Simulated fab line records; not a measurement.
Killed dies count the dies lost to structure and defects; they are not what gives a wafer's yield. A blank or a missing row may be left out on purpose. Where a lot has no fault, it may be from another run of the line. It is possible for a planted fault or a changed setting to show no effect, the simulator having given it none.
Comparing a struck lot with a sound one + flow sky130 + 18 steps out of a route of 708
Sound: the wafers L993.3, L993.4, L993.5. Wafers struck: L100.2, L100.4, L100.6. The cause is given at the end.
Per side, at each step with rows, come the tool, then ch with its chambers, and then its first start. Under that, the readings that differ: sound wafers + struck wafers + difference of the means + sigmas: that difference in standard deviations of wafers without a fault.
alike: readings whose means differ by less than 2 such deviations, and words and numbers that are the same on both sides. not compared: withheld readings, readings that some wafer has no value for, bounds like >300 that may hide the same value, and numbers for which the record gives no deviation and whose values overlap.
The two part at a step that has a row with sigmas, a row that says differs or no value, or rows on one side only. Numbers that have no deviation but don't overlap get no sigmas and don't part them. Lack of a reading on every wafer of one side parts them only where that side has two or more wafers.

SKY_NWELL_TW_MEAS_26:
  sound on filmMetro-03 at day 8 02:05; struck on filmMetro-02 at day 10 00:53
  alike: NWELL_2_TW
then, 1 step without rows for these wafers: SKY_NWELL_CLEAN_27 (cleans in SC1/SC2, time 150 s).
SKY_NWELL_RTA_28: time 30 s.
  sound on rtpAnneal-02 ch 0, day 8 02:14; struck on rtpAnneal-01 ch 0, day 10 01:00
  alike: annealTempCMax, lampPowerPct, wafer_temp_C_max
SKY_NWELL_RS_MEAS_29: measurement is done with a four-point probe.
  sound on filmMetro-03 at day 8 02:20; struck on filmMetro-04 at day 10 01:06
  alike: NWELL_RS
SKY_NWELL_RS_MEAS_31: measurement is done with a four-point probe.
  sound on filmMetro-03 at day 8 02:35; struck on filmMetro-04 at day 10 01:20
  alike: PWDE_RS
then, 6 steps without rows for these wafers: SKY_VT_ADJUST_HVTP_DEHYDRATE_00 (time 60 s); SKY_VT_ADJUST_HVTP_HMDS_01 (prime time 60 s); SKY_VT_ADJUST_HVTP_COAT_02 (resist thk 1140 nm); SKY_VT_ADJUST_HVTP_SOFTBAKE_03 (time 60 s); SKY_VT_ADJUST_HVTP_EXPOSE_04 (exposes mask HVTPM, target cd 380 nm); SKY_VT_ADJUST_HVTP_PEB_05.
SKY_VT_ADJUST_HVTP_DEVELOP_06: develop time 60 s.
  sound on lithoTrack-01 ch 0, day 8 22:49; struck on lithoTrack-01 ch 0, day 10 23:51
SKY_VT_ADJUST_HVTP_CD_MEAS_07 targets a cd of 380 nm.
  sound on cdSem-01 at day 8 22:58; struck on cdSem-02 at day 10 23:59
| reading   | sound             | struck | difference                    | sigmas |
|-----------|-------------------|--------|-------------------------------|--------|
| cdNm (nm) | 381.0 378.6 382.4 | - - -  | no value on the struck wafers |        |
SKY_VT_ADJUST_HVTP_OVL_MEAS_08:
  sound on overlay-01 at day 8 23:04; struck on overlay-02 at day 11 00:06
| reading                 | sound         | struck | difference                    | sigmas |
|-------------------------|---------------|--------|-------------------------------|--------|
| VT_ADJUST_HVTP_OVL (nm) | -0.9 -1.1 0.7 | - - -  | no value on the struck wafers |        |
next, for these wafers, 1 step has no rows: SKY_VT_ADJUST_HVTP_IMPLANT_09.
SKY_VT_ADJUST_HVTP_STRIP_10: strips in O2/N2.
  sound on plasmaAsher-02 ch 0,1, day 8 23:16; struck on plasmaAsher-01 ch 1, day 11 00:17
| reading                  | sound          | struck         | difference | sigmas |
|--------------------------|----------------|----------------|------------|--------|
| drypumpMotorCurrentA (A) | 5.43 5.33 5.31 | 6.27 6.22 6.22 | +0.88      | +3     |
  alike: o2FlowSccm, oesProductAu, stripTimeToEndpointS
  not compared: rfHoursCounterH
SKY_VT_ADJUST_HVTP_TW_MEAS_11:
  sound on filmMetro-01 at day 8 23:21; struck on filmMetro-04 at day 11 00:41
| reading           | sound          | struck   | difference | sigmas      |
|-------------------|----------------|----------|------------|-------------|
| VT_ADJUST_HVTP_TW | 1365 1367 1357 | 30 30 30 | -1333      | -99 or more |
  not compared: hold
SKY_PAD_OPEN_PROBE_99:
  sound wafers here have rows in the record (prober-02, day 48 15:26); struck ones have none

== WHERE THEY PART ==
Earliest at SKY_VT_ADJUST_HVTP_CD_MEAS_07; latest, in this record, at SKY_PAD_OPEN_PROBE_99.

WHY: what had been put in by the simulator
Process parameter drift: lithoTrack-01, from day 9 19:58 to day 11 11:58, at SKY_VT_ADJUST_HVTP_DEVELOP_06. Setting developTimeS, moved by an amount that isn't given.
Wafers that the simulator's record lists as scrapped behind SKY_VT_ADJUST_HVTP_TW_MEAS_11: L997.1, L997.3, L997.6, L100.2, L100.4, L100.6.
